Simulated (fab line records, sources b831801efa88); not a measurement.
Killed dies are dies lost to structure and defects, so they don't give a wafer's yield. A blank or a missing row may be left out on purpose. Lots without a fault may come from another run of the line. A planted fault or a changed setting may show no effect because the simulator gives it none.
Chamber matching | flow gf180mcu | GF_V4_ETCH_16 on rie_diel-04: 4 sister chambers
The step etches BARC in N2/H2. 8 wafers are shown with their chamber, then 12 later ones without.

WAFERS WITH THEIR CHAMBER
wafer  | chamber | drypump_motor_current_A (A) | throttle_valve_pct (%)
L084.2 | 2       | 5.72                        | 13.226
L085.2 | 3       | 5.15                        | 13.231
L089.1 | 1       | 5.86                        | 13.227
L089.2 | 0       | 5.90                        | 13.232
L089.3 | 2       | 5.75                        | 13.224
L089.4 | 3       | 5.15                        | 13.227
L089.5 | 0       | 5.88                        | 13.228
L089.6 | 1       | 5.87                        | 13.210

WAFERS WITHOUT THEIR CHAMBER
wafer  | drypump_motor_current_A (A) | throttle_valve_pct (%)
L090.2 | 5.75                        | 13.232
L090.3 | 5.92                        | 13.213
L090.4 | 5.14                        | 13.228
L091.3 | 5.85                        | 13.237
L091.4 | 5.73                        | 13.218
L091.5 | 5.85                        | 13.216
L092.2 | 5.85                        | 13.232
L092.5 | 5.89                        | 13.227
L092.6 | 5.86                        | 13.224
L097.1 | 5.85                        | 13.229
L097.2 | 5.17                        | 13.218
L097.3 | 5.82                        | 13.205

WHICH CHAMBER EACH WENT THROUGH
wafer  | from the rows above     | in truth
L090.2 | 2                       | 2
L090.3 | can't be placed: 0 or 1 | 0
L090.4 | 3                       | 3
L091.3 | can't be placed: 1 or 0 | 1
L091.4 | 2                       | 2
L091.5 | 1                       | 1
L092.2 | can't be placed: 1 or 0 | 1
L092.5 | can't be placed: 0 or 1 | 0
L092.6 | can't be placed: 1 or 0 | 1
L097.1 | can't be placed: 1 or 0 | 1
L097.2 | 3                       | 3
L097.3 | 1                       | 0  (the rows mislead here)
Placed correctly: 5 of 12. Can't be placed from these rows: 6 (the true chamber is among the candidates in 6). Placed wrongly: 1.
How it was worked out, from the rows above alone: a wafer's distance from a chamber is the root of the sum, over the readings, of the square of ((its reading less the chamber's mean) divided by the reading's scatter). The wafer belongs to the nearest chamber; if the next one is less than 2 further off, it can't be placed. A chamber's mean is the mean of its shown wafers. The scatter: the root of (the sum of the squares of (reading less its chamber's mean) over the shown wafers, divided by (wafers less chambers)).
